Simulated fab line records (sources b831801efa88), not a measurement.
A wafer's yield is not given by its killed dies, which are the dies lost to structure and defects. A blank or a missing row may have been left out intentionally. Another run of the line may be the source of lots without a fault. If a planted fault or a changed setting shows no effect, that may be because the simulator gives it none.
Tool commonality check || flow sfqLine || Sample size 14 lots and 42 wafers

== WHY THIS WAS OPENED ==
SFQ_M3_RS_MEAS_919, reading M3_NB_RS: flagged on 2 of 14 lots. Wafers without a fault read 0.889 ohm/sq, standard deviation 0.012.
Rule: a lot gets a flag if all its wafers with a number sit over 4 standard deviations from that mean, or if no wafer of it has a number. All remaining lots are regarded as sound.

{"lot": "L244", "measured": "day 23 03:43", "on": "filmMetro-02", "M3_NB_RS (ohm/sq), wafer by wafer": "0.875 0.878 0.875", "flag": ""}
{"lot": "L246", "measured": "day 24 03:14", "on": "filmMetro-02", "M3_NB_RS (ohm/sq), wafer by wafer": "0.861 0.890 0.859", "flag": ""}
{"lot": "L247", "measured": "day 24 15:07", "on": "filmMetro-02", "M3_NB_RS (ohm/sq), wafer by wafer": "0.872 0.913 0.900", "flag": ""}
{"lot": "L249", "measured": "day 25 06:40", "on": "filmMetro-02", "M3_NB_RS (ohm/sq), wafer by wafer": "0.881 0.881 0.872", "flag": ""}
{"lot": "L250", "measured": "day 25 12:40", "on": "filmMetro-01", "M3_NB_RS (ohm/sq), wafer by wafer": "0.896 0.893 0.883", "flag": ""}
{"lot": "L252", "measured": "day 26 09:01", "on": "filmMetro-02", "M3_NB_RS (ohm/sq), wafer by wafer": "0.871 0.907 0.874", "flag": ""}
{"lot": "L253", "measured": "day 26 11:22", "on": "filmMetro-04", "M3_NB_RS (ohm/sq), wafer by wafer": "0.885 0.866 0.882", "flag": ""}
{"lot": "L257", "measured": "day 27 18:34", "on": "filmMetro-01", "M3_NB_RS (ohm/sq), wafer by wafer": "0.885 0.904 0.901", "flag": ""}
{"lot": "L260", "measured": "day 28 18:55", "on": "filmMetro-02", "M3_NB_RS (ohm/sq), wafer by wafer": "1.045 1.062 1.051", "flag": "FLAGGED"}
{"lot": "L261", "measured": "day 28 23:41", "on": "filmMetro-02", "M3_NB_RS (ohm/sq), wafer by wafer": "1.052 1.015 1.019", "flag": "FLAGGED"}
{"lot": "L262", "measured": "day 29 14:05", "on": "filmMetro-02", "M3_NB_RS (ohm/sq), wafer by wafer": "0.895 0.891 0.891", "flag": ""}
{"lot": "L264", "measured": "day 30 11:40", "on": "filmMetro-02", "M3_NB_RS (ohm/sq), wafer by wafer": "0.876 0.886 0.881", "flag": ""}
{"lot": "L265", "measured": "day 30 16:29", "on": "filmMetro-01", "M3_NB_RS (ohm/sq), wafer by wafer": "0.890 0.894 0.887", "flag": ""}
{"lot": "L266", "measured": "day 30 23:40", "on": "filmMetro-01", "M3_NB_RS (ohm/sq), wafer by wafer": "0.882 0.886 0.877", "flag": ""}
The numbers of the flagged lots are 1.041 ohm/sq on average: +0.152 ohm/sq against the usual, or +13 standard deviations.

== EACH LOT AND THE TOOL IT RAN ON ==
The record keeps 1 process step preceding the reading, out of 325 steps on the route. In each cell: the tool, then ch and the chambers that the sampled wafers went through, then the start.
{"lot": "L244", "flag": "", "SFQ_TRILAYER_M3_DEP_SPUTTER_073": "pvdSputter-05, day 23 03:38"}
{"lot": "L246", "flag": "", "SFQ_TRILAYER_M3_DEP_SPUTTER_073": "pvdSputter-06, day 24 03:08"}
{"lot": "L247", "flag": "", "SFQ_TRILAYER_M3_DEP_SPUTTER_073": "pvdSputter-06, day 24 14:58"}
{"lot": "L249", "flag": "", "SFQ_TRILAYER_M3_DEP_SPUTTER_073": "pvdSputter-04, day 25 06:34"}
{"lot": "L250", "flag": "", "SFQ_TRILAYER_M3_DEP_SPUTTER_073": "pvdSputter-04, day 25 12:34"}
{"lot": "L252", "flag": "", "SFQ_TRILAYER_M3_DEP_SPUTTER_073": "pvdSputter-06, day 26 08:52"}
{"lot": "L253", "flag": "", "SFQ_TRILAYER_M3_DEP_SPUTTER_073": "pvdSputter-05, day 26 11:16"}
{"lot": "L257", "flag": "", "SFQ_TRILAYER_M3_DEP_SPUTTER_073": "pvdSputter-05, day 27 18:28"}
{"lot": "L260", "flag": "FLAGGED", "SFQ_TRILAYER_M3_DEP_SPUTTER_073": "pvdSputter-06, day 28 18:47"}
{"lot": "L261", "flag": "FLAGGED", "SFQ_TRILAYER_M3_DEP_SPUTTER_073": "pvdSputter-06, day 28 23:36"}
{"lot": "L262", "flag": "", "SFQ_TRILAYER_M3_DEP_SPUTTER_073": "pvdSputter-04, day 29 13:58"}
{"lot": "L264", "flag": "", "SFQ_TRILAYER_M3_DEP_SPUTTER_073": "pvdSputter-04, day 30 11:34"}
{"lot": "L265", "flag": "", "SFQ_TRILAYER_M3_DEP_SPUTTER_073": "pvdSputter-05, day 30 16:22"}
{"lot": "L266", "flag": "", "SFQ_TRILAYER_M3_DEP_SPUTTER_073": "pvdSputter-04, day 30 23:35"}
What these steps do:
- SFQ_TRILAYER_M3_DEP_SPUTTER_073: material Nb, target thk 200 nm, time 133.3 s.
- SFQ_M3_RS_MEAS_919: measures by four-point-probe.

== FLAGGED AGAINST TOTAL, ONE TOOL AT A TIME (gauges that did the reading follow at the end) ==
{"step": "SFQ_TRILAYER_M3_DEP_SPUTTER_073", "tool": "pvdSputter-04", "lots run": 5, "flagged": 0, "share of the flagged lots": "none", "sound lots run after its first flagged lot": "-"}
{"step": "SFQ_TRILAYER_M3_DEP_SPUTTER_073", "tool": "pvdSputter-05", "lots run": 4, "flagged": 0, "share of the flagged lots": "none", "sound lots run after its first flagged lot": "-"}
{"step": "SFQ_TRILAYER_M3_DEP_SPUTTER_073", "tool": "pvdSputter-06", "lots run": 5, "flagged": 2, "share of the flagged lots": "all", "sound lots run after its first flagged lot": 0}
{"step": "SFQ_M3_RS_MEAS_919", "tool": "filmMetro-01", "lots run": 4, "flagged": 0, "share of the flagged lots": "none", "sound lots run after its first flagged lot": "-"}
{"step": "SFQ_M3_RS_MEAS_919", "tool": "filmMetro-02", "lots run": 9, "flagged": 2, "share of the flagged lots": "all", "sound lots run after its first flagged lot": "2 (L262,L264)"}
{"step": "SFQ_M3_RS_MEAS_919", "tool": "filmMetro-04", "lots run": 1, "flagged": 0, "share of the flagged lots": "none", "sound lots run after its first flagged lot": "-"}

== THE TABLE: WHAT IT ALLOWS ==
pvdSputter-06 at SFQ_TRILAYER_M3_DEP_SPUTTER_073 and filmMetro-02 at SFQ_M3_RS_MEAS_919 are the 2 rows of the table that ran each flagged lot.
- pvdSputter-06 at SFQ_TRILAYER_M3_DEP_SPUTTER_073 ran 5 lots, 2 of them flagged. Last sound lot L252 at day 26 08:52, first flagged lot L260 at day 28 18:47; a fault beginning in between fits.
- filmMetro-02 at SFQ_M3_RS_MEAS_919 ran 9 lots, 2 of them flagged. After the first flagged lot (L262, L264), sound lots still ran on it; a lasting fault on the whole tool would not permit that.
Left over: one tool, pvdSputter-06 at SFQ_TRILAYER_M3_DEP_SPUTTER_073.

== WHAT THE SIMULATOR HAD INSERTED ==
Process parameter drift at SFQ_TRILAYER_M3_DEP_SPUTTER_073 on pvdSputter-06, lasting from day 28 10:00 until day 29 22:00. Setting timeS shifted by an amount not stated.
Lots struck among those shown: L260, L261. The same result came from the rule above.
